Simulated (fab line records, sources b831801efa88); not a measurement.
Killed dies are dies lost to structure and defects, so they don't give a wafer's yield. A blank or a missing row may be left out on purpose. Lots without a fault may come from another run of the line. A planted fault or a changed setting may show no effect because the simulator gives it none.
Chamber matching | flow sfq_line | SFQ_TRILAYER_I0_CMP_CMP_028 on cmp-01: 4 sister chambers
The step polishes SiO2. 18 wafers are shown with their chamber, then 8 later ones without.

WAFERS WITH THEIR CHAMBER
wafer  | chamber | motor_current_A (A) | time_to_endpoint_s (s)
L342.4 | 1       | 10.2                | 221
L342.1 | 3       | 9.9                 | 223
L342.6 | 1       | 10.6                | 222
L345.3 | 3       | 10.0                | 218
L345.6 | 2       | 9.9                 | 219
L346.4 | 3       | 10.1                | 229
L346.6 | 3       | 9.8                 | 229
L348.6 | 3       | 10.5                | 216
L353.1 | 0       | 10.6                | 217
L353.4 | 3       | 9.8                 | 222
L353.5 | 0       | 11.0                | 208
L354.1 | 3       | 10.0                | 221
L354.2 | 2       | 9.4                 | 216
L354.3 | 1       | 10.8                | 213
L356.1 | 2       | 9.8                 | 219
L356.4 | 1       | 10.6                | 221
L356.5 | 1       | 10.4                | 232
L357.1 | 3       | 10.2                | 215

SIGNATURES (means of the wafers above)
reading            | chamber 0 | chamber 1 | chamber 2 | chamber 3 | scatter within a chamber
motor_current_A    | 10.800    | 10.520    | 9.700     | 10.037    | 0.24
time_to_endpoint_s | 212.50    | 221.80    | 218.00    | 221.62    | 5.54
Rule: a wafer's distance from a chamber is the root of the sum, over the readings, of the square of ((its reading less the chamber's mean) divided by the reading's scatter). The wafer belongs to the nearest chamber; if the next one is less than 2 further off, it can't be placed. The scatter: the root of (the sum of the squares of (reading less its chamber's mean) over the shown wafers, divided by (wafers less chambers)).

WAFERS WITHOUT THEIR CHAMBER
wafer  | motor_current_A (A) | time_to_endpoint_s (s)
L357.2 | 10.7                | 202
L357.6 | 10.3                | 217
L362.2 | 10.4                | 210
L362.3 | 10.6                | 219
L362.4 | 9.8                 | 213
L363.1 | 10.6                | 210
L363.2 | 9.8                 | 214
L363.3 | 9.9                 | 220

WHICH CHAMBER EACH WENT THROUGH
wafer  | from the rows above               | in truth
L357.2 | can't be placed: 0 or 1           | 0
L357.6 | can't be placed: 1 or 3 or 0 or 2 | 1
L362.2 | can't be placed: 0 or 1 or 3 or 2 | 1
L362.3 | can't be placed: 1 or 0 or 3      | 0
L362.4 | can't be placed: 2 or 3           | 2
L363.1 | can't be placed: 0 or 1           | 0
L363.2 | can't be placed: 2 or 3           | 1
L363.3 | can't be placed: 3 or 2 or 1      | 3
Placed correctly: 0 of 8. Can't be placed from these rows: 8 (the true chamber is among the candidates in 7). Placed wrongly: 0.
